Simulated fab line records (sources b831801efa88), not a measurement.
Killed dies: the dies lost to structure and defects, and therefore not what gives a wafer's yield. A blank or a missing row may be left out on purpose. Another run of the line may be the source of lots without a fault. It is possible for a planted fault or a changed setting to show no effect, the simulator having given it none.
Matching of chambers + flow sky130 + SKY_VIA3_CMP_24 on cmp-01: 4 sister chambers
The step polishes, stops on SiO2, t overpolish 20 s, target thk 0 nm. 4 wafers are shown with their chamber, then 7 later ones without.

## WAFERS PAIRED WITH THEIR CHAMBERS
| wafer  | chamber | motor current A (A) |
|--------|---------|---------------------|
| L260.5 | 3       | 11.3                |
| L268.6 | 1       | 11.5                |
| L274.1 | 0       | 10.8                |
| L274.2 | 2       | 10.2                |

## WAFERS MISSING THEIR CHAMBER
| wafer  | motor current A (A) |
|--------|---------------------|
| L274.3 | 10.9                |
| L277.1 | 10.5                |
| L277.3 | 11.1                |
| L277.5 | 11.2                |
| L278.1 | 10.1                |
| L278.3 | 10.8                |
| L278.4 | 12.0                |

## EACH ONE'S CHAMBER
| wafer  | from the rows above          | in truth |
|--------|------------------------------|----------|
| L274.3 | can't be placed: 0 or 3      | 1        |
| L277.1 | can't be placed: 0 or 2      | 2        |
| L277.3 | can't be placed: 3 or 0 or 1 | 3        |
| L277.5 | can't be placed: 3 or 1 or 0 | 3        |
| L278.1 | 2                            | 2        |
| L278.3 | 0                            | 0        |
| L278.4 | can't be placed: 1 or 3      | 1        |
Correct placement for 2 of the 7. Cannot be placed on the basis of these rows: 5; the candidates contain the true chamber in 4. Placed wrongly: 0.
How it was worked out, from the rows above alone: a wafer's distance from a chamber is the root of the sum, over the readings, of the square of ((its reading less the chamber's mean) divided by the reading's scatter). If the next closest chamber is less than 2 further off than the closest, the wafer can't be placed; otherwise it belongs to the closest. A chamber's mean is the mean of its shown wafers. The scatter: root of mean squared gap, hidden wafer to nearest shown wafer, with one shown wafer a chamber.
